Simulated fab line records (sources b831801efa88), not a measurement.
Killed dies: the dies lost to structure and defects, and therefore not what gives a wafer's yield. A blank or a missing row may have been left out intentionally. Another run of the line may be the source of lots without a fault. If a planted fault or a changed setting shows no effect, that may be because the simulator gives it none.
Which tool did it?	flow sky130	at 1 step of a route of 708, 6 lots with 18 wafers sampled

== WHAT THE GAUGES SHOWED, per wafer ==
SKY_POLY_CUT_CD_MEAS_08 targets a cd of 270 nm.
lot	measured	on	cdNm (nm)
L725	day 24 10:14	cdSem-02	271.0 270.3 271.2
L727	day 25 01:58	cdSem-02	268.3 268.7 269.3
L732	day 27 02:31	cdSem-02	272.2 273.9 271.8
L735	day 28 06:38	cdSem-01	269.4 270.3 271.7
L738	day 29 03:17	cdSem-02	271.3 269.6 271.2
L745	day 31 08:16	cdSem-02	272.5 272.7 271.2

== TOOL THAT RAN EACH LOT (tool first, then ch and the chambers of the sampled wafers, then the start) ==
The record shows no process step preceding these readings.

== THE ANSWER, worked out from the rows above alone ==
Rule: the usual values come from the lots themselves. Put in order of their means at a reading, lots are off if they are a third of the lots or fewer, leave a main group of 4 or more, and stand apart from it by a gap of 3 or more times the standard deviation of the main group's means; of several such gaps the widest counts. A main group is skipped when, at the precision printed for the reading in the tables above, its means are all equal. Also off: a lot with no number at a reading for which 4 or more lots have one. The other lots that the step has rows for count as sound.
No lot is off on any of the readings shown, so nothing can be concluded from this.

== WHAT THE SIMULATOR HAD PUT IN ==
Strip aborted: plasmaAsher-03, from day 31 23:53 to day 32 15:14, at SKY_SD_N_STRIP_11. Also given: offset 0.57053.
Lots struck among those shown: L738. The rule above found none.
